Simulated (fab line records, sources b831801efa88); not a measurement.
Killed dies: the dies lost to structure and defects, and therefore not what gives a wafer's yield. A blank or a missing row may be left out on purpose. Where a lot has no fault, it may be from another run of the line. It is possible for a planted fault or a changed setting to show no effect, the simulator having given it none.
The tool behind it: which one? :: flow sky130 :: Sampling: 24 lots, 72 wafers, 5 of 708 route steps

WHAT THE GAUGES READ, wafer by wafer
SKY_METAL2_OVL_MEAS_16. Usual: METAL2_OVL 4 nm, standard deviation 6.
lot: L074
measured: day 35 03:08
on: overlay-02
METAL2_OVL (nm): -6 -11 1
flag: 

lot: L075
measured: day 35 06:01
on: overlay-01
METAL2_OVL (nm): 8 8 10
flag: 

lot: L076
measured: day 35 11:04
on: overlay-01
METAL2_OVL (nm): 5 3 3
flag: 

lot: L077
measured: day 36 04:19
on: overlay-01
METAL2_OVL (nm): 3 4 12
flag: 

lot: L078
measured: day 36 05:28
on: overlay-01
METAL2_OVL (nm): 11 11 6
flag: 

lot: L079
measured: day 36 20:49
on: overlay-02
METAL2_OVL (nm): 2 -5 -5
flag: 

lot: L080
measured: day 37 09:50
on: overlay-01
METAL2_OVL (nm): 3 7 7
flag: 

lot: L081
measured: day 37 12:35
on: overlay-01
METAL2_OVL (nm): -2 7 9
flag: 

lot: L082
measured: day 37 21:19
on: overlay-02
METAL2_OVL (nm): 0 2 3
flag: 

lot: L084
measured: day 38 08:13
on: overlay-01
METAL2_OVL (nm): 3 1 11
flag: 

lot: L083
measured: day 38 08:24
on: overlay-02
METAL2_OVL (nm): 17 11 23
flag: 

lot: L085
measured: day 38 17:55
on: overlay-01
METAL2_OVL (nm): 9 7 4
flag: 

lot: L086
measured: day 38 20:04
on: overlay-01
METAL2_OVL (nm): -4 4 -1
flag: 

lot: L087
measured: day 39 11:38
on: overlay-02
METAL2_OVL (nm): 10 11 8
flag: 

lot: L088
measured: day 39 15:23
on: overlay-02
METAL2_OVL (nm): -3 -1 -5
flag: 

lot: L089
measured: day 40 06:31
on: overlay-02
METAL2_OVL (nm): 4 8 3
flag: 

lot: L090
measured: day 40 12:09
on: overlay-01
METAL2_OVL (nm): 7 11 -1
flag: 

lot: L091
measured: day 40 16:03
on: overlay-02
METAL2_OVL (nm): 8 4 5
flag: 

lot: L092
measured: day 40 18:49
on: overlay-01
METAL2_OVL (nm): 2 -1 3
flag: 

lot: L093
measured: day 41 03:58
on: overlay-01
METAL2_OVL (nm): 4 -5 3
flag: 

lot: L095
measured: day 41 07:44
on: overlay-01
METAL2_OVL (nm): -10 -8 -8
flag: 

lot: L094
measured: day 41 13:22
on: overlay-01
METAL2_OVL (nm): 15 9 1
flag: 

lot: L096
measured: day 41 17:20
on: overlay-01
METAL2_OVL (nm): 6 7 5
flag: 

lot: L097
measured: day 42 10:58
on: overlay-01
METAL2_OVL (nm): 7 11 4
flag: 

SKY_METAL3_OVL_MEAS_14. Usual: METAL3_OVL -1 nm, standard deviation 5.7.
lot: L074
measured: day 38 12:19
on: overlay-02
METAL3_OVL (nm): 5 6 2
flag: 

lot: L075
measured: day 38 13:59
on: overlay-02
METAL3_OVL (nm): 4 5 0
flag: 

lot: L076
measured: day 38 19:22
on: overlay-01
METAL3_OVL (nm): 6 5 0
flag: 

lot: L077
measured: day 39 13:08
on: overlay-02
METAL3_OVL (nm): 6 8 1
flag: 

lot: L078
measured: day 39 13:38
on: overlay-01
METAL3_OVL (nm): -5 -4 -1
flag: 

lot: L079
measured: day 40 04:22
on: overlay-01
METAL3_OVL (nm): 1 -10 -7
flag: 

lot: L080
measured: day 40 16:41
on: overlay-01
METAL3_OVL (nm): -9 -5 -2
flag: 

lot: L081
measured: day 40 18:07
on: overlay-02
METAL3_OVL (nm): -1 -3 -1
flag: 

lot: L082
measured: day 41 02:10
on: overlay-01
METAL3_OVL (nm): -11 -6 -13
flag: 

lot: L084
measured: day 41 13:55
on: overlay-02
METAL3_OVL (nm): 7 -3 10
flag: 

lot: L083
measured: day 41 13:35
on: overlay-01
METAL3_OVL (nm): 0 2 6
flag: 

lot: L085
measured: day 41 23:26
on: overlay-02
METAL3_OVL (nm): 2 -12 -11
flag: 

lot: L086
measured: day 41 23:47
on: overlay-01
METAL3_OVL (nm): 2 -10 5
flag: 

lot: L087
measured: day 42 19:22
on: overlay-02
METAL3_OVL (nm): -6 -12 0
flag: 

lot: L088
measured: day 42 19:44
on: overlay-01
METAL3_OVL (nm): -10 -2 -2
flag: 

lot: L089
measured: day 43 08:28
on: overlay-01
METAL3_OVL (nm): -16 -6 -11
flag: 

lot: L090
measured: day 43 14:45
on: overlay-01
METAL3_OVL (nm): 3 1 -5
flag: 

lot: L091
measured: day 43 18:18
on: overlay-02
METAL3_OVL (nm): 3 3 7
flag: 

lot: L092
measured: day 43 21:19
on: overlay-02
METAL3_OVL (nm): 1 -2 0
flag: 

lot: L093
measured: day 44 04:40
on: overlay-02
METAL3_OVL (nm): -4 2 -1
flag: 

lot: L095
measured: day 44 07:05
on: overlay-01
METAL3_OVL (nm): -12 -10 -5
flag: 

lot: L094
measured: day 44 13:31
on: overlay-02
METAL3_OVL (nm): -2 -5 4
flag: 

lot: L096
measured: day 44 17:58
on: overlay-02
METAL3_OVL (nm): -3 0 0
flag: 

lot: L097
measured: day 45 09:43
on: overlay-01
METAL3_OVL (nm): -5 4 -10
flag: 

SKY_CAP2M_THK_MEAS_01. Usual: CAP2M_CVD_00_THK 15.49 nm, standard deviation 0.24.
lot: L074
measured: day 39 17:17
on: film metro-03
CAP2M_CVD_00_THK (nm): 15.22 15.10 15.40
flag: 

lot: L075
measured: day 39 18:05
on: film metro-03
CAP2M_CVD_00_THK (nm): 15.38 15.61 15.83
flag: 

lot: L076
measured: day 39 22:58
on: film metro-03
CAP2M_CVD_00_THK (nm): 15.74 15.35 16.11
flag: 

lot: L077
measured: day 40 17:11
on: film metro-03
CAP2M_CVD_00_THK (nm): 15.20 15.09 15.36
flag: 

lot: L078
measured: day 40 17:54
on: film metro-04
CAP2M_CVD_00_THK (nm): 15.42 15.80 15.44
flag: 

lot: L079
measured: day 41 07:20
on: film metro-04
CAP2M_CVD_00_THK (nm): 15.34 15.34 15.43
flag: 

lot: L080
measured: day 41 20:31
on: film metro-04
CAP2M_CVD_00_THK (nm): 15.28 15.51 15.75
flag: 

lot: L081
measured: day 41 21:46
on: film metro-03
CAP2M_CVD_00_THK (nm): 15.44 15.42 15.37
flag: 

lot: L082
measured: day 42 04:26
on: film metro-03
CAP2M_CVD_00_THK (nm): 15.43 15.78 15.73
flag: 

lot: L084
measured: day 42 17:36
on: film metro-01
CAP2M_CVD_00_THK (nm): 15.21 15.16 15.38
flag: 

lot: L083
measured: day 42 16:58
on: film metro-01
CAP2M_CVD_00_THK (nm): 15.05 15.43 15.72
flag: 

lot: L085
measured: day 43 01:29
on: film metro-03
CAP2M_CVD_00_THK (nm): 15.33 15.76 15.52
flag: 

lot: L086
measured: day 43 02:22
on: film metro-03
CAP2M_CVD_00_THK (nm): 15.01 15.48 15.65
flag: 

lot: L087
measured: day 43 22:37
on: film metro-01
CAP2M_CVD_00_THK (nm): 15.47 15.42 15.64
flag: 

lot: L088
measured: day 43 22:56
on: film metro-01
CAP2M_CVD_00_THK (nm): 14.97 15.44 15.59
flag: 

lot: L089
measured: day 44 09:57
on: film metro-04
CAP2M_CVD_00_THK (nm): 15.07 15.01 15.60
flag: 

lot: L090
measured: day 44 16:20
on: film metro-04
CAP2M_CVD_00_THK (nm): 15.35 15.51 15.91
flag: 

lot: L091
measured: day 44 20:21
on: film metro-03
CAP2M_CVD_00_THK (nm): 15.51 15.66 15.52
flag: 

lot: L092
measured: day 44 23:05
on: film metro-04
CAP2M_CVD_00_THK (nm): 15.64 15.47 15.50
flag: 

lot: L093
measured: day 45 05:53
on: film metro-04
CAP2M_CVD_00_THK (nm): 15.23 15.40 15.59
flag: 

lot: L095
measured: day 45 08:11
on: film metro-03
CAP2M_CVD_00_THK (nm): 15.50 15.85 15.94
flag: 

lot: L094
measured: day 45 14:23
on: film metro-04
CAP2M_CVD_00_THK (nm): 15.56 15.55 15.49
flag: 

lot: L096
measured: day 45 18:34
on: film metro-03
CAP2M_CVD_00_THK (nm): 15.51 15.25 15.46
flag: 

lot: L097
measured: day 46 09:42
on: film metro-03
CAP2M_CVD_00_THK (nm): 15.63 15.75 14.95
flag: 

WHICH TOOL RAN EACH LOT (tool, then ch and the chambers of the sampled wafers, then the start)
lot: L074
SKY_METAL3_ETCH_16: rie metal-02 ch 0,1, day 38 12:23
SKY_VIA3_CMP_02: cmp-02 ch 1,2,3, day 38 13:38

lot: L075
SKY_METAL3_ETCH_16: rie metal-02 ch 0,1, day 38 14:03
SKY_VIA3_CMP_02: cmp-02 ch 1,2, day 38 15:30

lot: L076
SKY_METAL3_ETCH_16: rie metal-02 ch 1, day 38 19:26
SKY_VIA3_CMP_02: cmp-01 ch 1,3, day 38 20:33

lot: L077
SKY_METAL3_ETCH_16: rie metal-03 ch 0,1, day 39 13:12
SKY_VIA3_CMP_02: cmp-02 ch 0,1,2, day 39 14:35

lot: L078
SKY_METAL3_ETCH_16: rie metal-01 ch 1, day 39 13:45
SKY_VIA3_CMP_02: cmp-01 ch 0,1,2, day 39 15:01

lot: L079
SKY_METAL3_ETCH_16: rie metal-01 ch 1, day 40 04:30
SKY_VIA3_CMP_02: cmp-01 ch 0,3, day 40 05:41

lot: L080
SKY_METAL3_ETCH_16: rie metal-01 ch 0,1, day 40 16:44
SKY_VIA3_CMP_02: cmp-02 ch 0,2,3, day 40 18:19

lot: L081
SKY_METAL3_ETCH_16: rie metal-02 ch 0,1, day 40 18:11
SKY_VIA3_CMP_02: cmp-01 ch 0,2,3, day 40 19:29

lot: L082
SKY_METAL3_ETCH_16: rie metal-02 ch 0,1, day 41 02:14
SKY_VIA3_CMP_02: cmp-01 ch 0,1, day 41 03:25

lot: L084
SKY_METAL3_ETCH_16: rie metal-03 ch 0,1, day 41 13:59
SKY_VIA3_CMP_02: cmp-02 ch 0,1,2, day 41 15:36

lot: L083
SKY_METAL3_ETCH_16: rie metal-01 ch 0,1, day 41 13:40
SKY_VIA3_CMP_02: cmp-01 ch 2,3, day 41 14:58

lot: L085
SKY_METAL3_ETCH_16: rie metal-03 ch 0,1, day 41 23:30
SKY_VIA3_CMP_02: cmp-01 ch 0,1,3, day 42 00:40

lot: L086
SKY_METAL3_ETCH_16: rie metal-01 ch 0,1, day 41 23:51
SKY_VIA3_CMP_02: cmp-02 ch 0,2,3, day 42 01:05

lot: L087
SKY_METAL3_ETCH_16: rie metal-03 ch 0, day 42 19:26
SKY_VIA3_CMP_02: cmp-01 ch 0,2,3, day 42 20:35

lot: L088
SKY_METAL3_ETCH_16: rie metal-01 ch 0,1, day 42 19:49
SKY_VIA3_CMP_02: cmp-02 ch 0,1, day 42 20:54

lot: L089
SKY_METAL3_ETCH_16: rie metal-03 ch 0,1, day 43 08:32
SKY_VIA3_CMP_02: cmp-01 ch 0,2,3, day 43 09:41

lot: L090
SKY_METAL3_ETCH_16: rie metal-02 ch 0,1, day 43 14:50
SKY_VIA3_CMP_02: cmp-01 ch 0,3, day 43 15:55

lot: L091
SKY_METAL3_ETCH_16: rie metal-03 ch 0,1, day 43 18:23
SKY_VIA3_CMP_02: cmp-01 ch 0,3, day 43 20:05

lot: L092
SKY_METAL3_ETCH_16: rie metal-01 ch 0,1, day 43 21:23
SKY_VIA3_CMP_02: cmp-01 ch 0,3, day 43 23:20

lot: L093
SKY_METAL3_ETCH_16: rie metal-03 ch 0,1, day 44 04:44
SKY_VIA3_CMP_02: cmp-01 ch 1,2,3, day 44 05:57

lot: L095
SKY_METAL3_ETCH_16: rie metal-02 ch 0, day 44 07:13
SKY_VIA3_CMP_02: cmp-02 ch 0,2, day 44 08:27

lot: L094
SKY_METAL3_ETCH_16: rie metal-02 ch 0,1, day 44 13:35
SKY_VIA3_CMP_02: cmp-02 ch 0,1,3, day 44 14:44

lot: L096
SKY_METAL3_ETCH_16: rie metal-01 ch 0,1, day 44 18:02
SKY_VIA3_CMP_02: cmp-02 ch 0,1,3, day 44 19:09

lot: L097
SKY_METAL3_ETCH_16: rie metal-01 ch 0,1, day 45 09:47
SKY_VIA3_CMP_02: cmp-02 ch 1,2,3, day 45 10:55
- SKY_METAL3_ETCH_16: etches BARC in N2/H2, stops on SiO2, time 88.2 s, target depth 60 nm.
- SKY_VIA3_CMP_02: polishes SiO2.

AS READ BY THE TOOLS THEMSELVES (means over the sampled wafers that have a number; for cases with no such wafer, the mark the record gives instead)
SKY_METAL3_ETCH_16. Usual: drypump motor current A 5.6 A, standard deviation 0.37; oes product au 0.626 a.u., standard deviation 0.0047; rf fwd power W 497.3 W, standard deviation 1.5; throttle valve pct 13.205 %, standard deviation 0.0088.
lot: L074
tool: rie metal-02
drypump motor current A (A): 5.7
oes product au (a.u.): 0.627
rf fwd power W (W): 496.7
throttle valve pct (%): 13.203
flag: 

lot: L075
tool: rie metal-02
drypump motor current A (A): 5.6
oes product au (a.u.): 0.629
rf fwd power W (W): 497.7
throttle valve pct (%): 13.193
flag: 

lot: L076
tool: rie metal-02
drypump motor current A (A): 5.8
oes product au (a.u.): 0.621
rf fwd power W (W): 496.9
throttle valve pct (%): 13.206
flag: 

lot: L077
tool: rie metal-03
drypump motor current A (A): 5.6
oes product au (a.u.): 0.629
rf fwd power W (W): 496.8
throttle valve pct (%): 13.197
flag: 

lot: L078
tool: rie metal-01
drypump motor current A (A): 6.0
oes product au (a.u.): 0.627
rf fwd power W (W): 496.3
throttle valve pct (%): 13.203
flag: 

lot: L079
tool: rie metal-01
drypump motor current A (A): 6.0
oes product au (a.u.): 0.623
rf fwd power W (W): 496.1
throttle valve pct (%): 13.205
flag: 

lot: L080
tool: rie metal-01
drypump motor current A (A): 5.6
oes product au (a.u.): 0.626
rf fwd power W (W): 496.9
throttle valve pct (%): 13.205
flag: 

lot: L081
tool: rie metal-02
drypump motor current A (A): 5.7
oes product au (a.u.): 0.624
rf fwd power W (W): 498.1
throttle valve pct (%): 13.212
flag: 

lot: L082
tool: rie metal-02
drypump motor current A (A): 5.6
oes product au (a.u.): 0.624
rf fwd power W (W): 497.4
throttle valve pct (%): 13.203
flag: 

lot: L084
tool: rie metal-03
drypump motor current A (A): 5.8
oes product au (a.u.): 0.629
rf fwd power W (W): 497.3
throttle valve pct (%): 13.208
flag: 

lot: L083
tool: rie metal-01
drypump motor current A (A): 5.3
oes product au (a.u.): 0.626
rf fwd power W (W): 497.6
throttle valve pct (%): 13.207
flag: 

lot: L085
tool: rie metal-03
drypump motor current A (A): 5.6
oes product au (a.u.): 0.627
rf fwd power W (W): 499.1
throttle valve pct (%): 13.210
flag: 

lot: L086
tool: rie metal-01
drypump motor current A (A): 5.6
oes product au (a.u.): 0.624
rf fwd power W (W): 496.5
throttle valve pct (%): 13.205
flag: 

lot: L087
tool: rie metal-03
drypump motor current A (A): 5.9
oes product au (a.u.): 0.630
rf fwd power W (W): 497.5
throttle valve pct (%): 13.204
flag: 

lot: L088
tool: rie metal-01
drypump motor current A (A): 5.3
oes product au (a.u.): 0.627
rf fwd power W (W): 497.2
throttle valve pct (%): 13.203
flag: 

lot: L089
tool: rie metal-03
drypump motor current A (A): 5.8
oes product au (a.u.): 0.622
rf fwd power W (W): 496.9
throttle valve pct (%): 13.208
flag: 

lot: L090
tool: rie metal-02
drypump motor current A (A): 5.6
oes product au (a.u.): 0.630
rf fwd power W (W): 496.8
throttle valve pct (%): 13.201
flag: 

lot: L091
tool: rie metal-03
drypump motor current A (A): 5.7
oes product au (a.u.): 0.628
rf fwd power W (W): 500.3
throttle valve pct (%): 13.206
flag: 

lot: L092
tool: rie metal-01
drypump motor current A (A): 5.3
oes product au (a.u.): 0.632
rf fwd power W (W): 497.1
throttle valve pct (%): 13.202
flag: 

lot: L093
tool: rie metal-03
drypump motor current A (A): 5.6
oes product au (a.u.): 0.628
rf fwd power W (W): 498.8
throttle valve pct (%): 13.196
flag: 

lot: L095
tool: rie metal-02
drypump motor current A (A): 5.5
oes product au (a.u.): 0.622
rf fwd power W (W): 497.6
throttle valve pct (%): 13.204
flag: 

lot: L094
tool: rie metal-02
drypump motor current A (A): 5.7
oes product au (a.u.): 0.627
rf fwd power W (W): 499.3
throttle valve pct (%): 13.206
flag: 

lot: L096
tool: rie metal-01
drypump motor current A (A): 5.6
oes product au (a.u.): 0.628
rf fwd power W (W): 496.2
throttle valve pct (%): 13.196
flag: 

lot: L097
tool: rie metal-01
drypump motor current A (A): 5.3
oes product au (a.u.): 0.624
rf fwd power W (W): 497.6
throttle valve pct (%): 13.210
flag: 

SKY_VIA3_CMP_02. Usual: 11.3 A for motor current A, sd 0.86.
lot: L074
tool: cmp-02
motor current A (A): 12.2
flag: 

lot: L075
tool: cmp-02
motor current A (A): 11.9
flag: 

lot: L076
tool: cmp-01
motor current A (A): 10.4
flag: 

lot: L077
tool: cmp-02
motor current A (A): 11.6
flag: 

lot: L078
tool: cmp-01
motor current A (A): 11.3
flag: 

lot: L079
tool: cmp-01
motor current A (A): 11.1
flag: 

lot: L080
tool: cmp-02
motor current A (A): 11.5
flag: 

lot: L081
tool: cmp-01
motor current A (A): 11.7
flag: 

lot: L082
tool: cmp-01
motor current A (A): 10.7
flag: 

lot: L084
tool: cmp-02
motor current A (A): 11.4
flag: 

lot: L083
tool: cmp-01
motor current A (A): 11.5
flag: 

lot: L085
tool: cmp-01
motor current A (A): 10.9
flag: 

lot: L086
tool: cmp-02
motor current A (A): 11.9
flag: 

lot: L087
tool: cmp-01
motor current A (A): 11.5
flag: 

lot: L088
tool: cmp-02
motor current A (A): 11.5
flag: 

lot: L089
tool: cmp-01
motor current A (A): 11.2
flag: 

lot: L090
tool: cmp-01
motor current A (A): 10.7
flag: 

lot: L091
tool: cmp-01
motor current A (A): 10.7
flag: 

lot: L092
tool: cmp-01
motor current A (A): 10.9
flag: 

lot: L093
tool: cmp-01
motor current A (A): 11.0
flag: 

lot: L095
tool: cmp-02
motor current A (A): 11.2
flag: 

lot: L094
tool: cmp-02
motor current A (A): 11.6
flag: 

lot: L096
tool: cmp-02
motor current A (A): 11.5
flag: 

lot: L097
tool: cmp-02
motor current A (A): 12.0
flag: 

THE ANSWER, worked out from the rows above alone
Rule: a lot is off if the mean of its wafers that have a number lies more than 3 standard deviations from the usual mean. A lot without any number at a reading at which 4 lots or more have one is off too. All remaining lots with rows at the step are treated as sound. Order of review: gauges by route order, followed by the tools' own readings, for which a lot's mean as printed above is used. At the first step where some lot is off, the reading lying furthest off is the one used; lots without a number count as furthest.
Nothing can be told from this: no lot is off at any reading shown.

WHAT THE SIMULATOR HAD PUT IN
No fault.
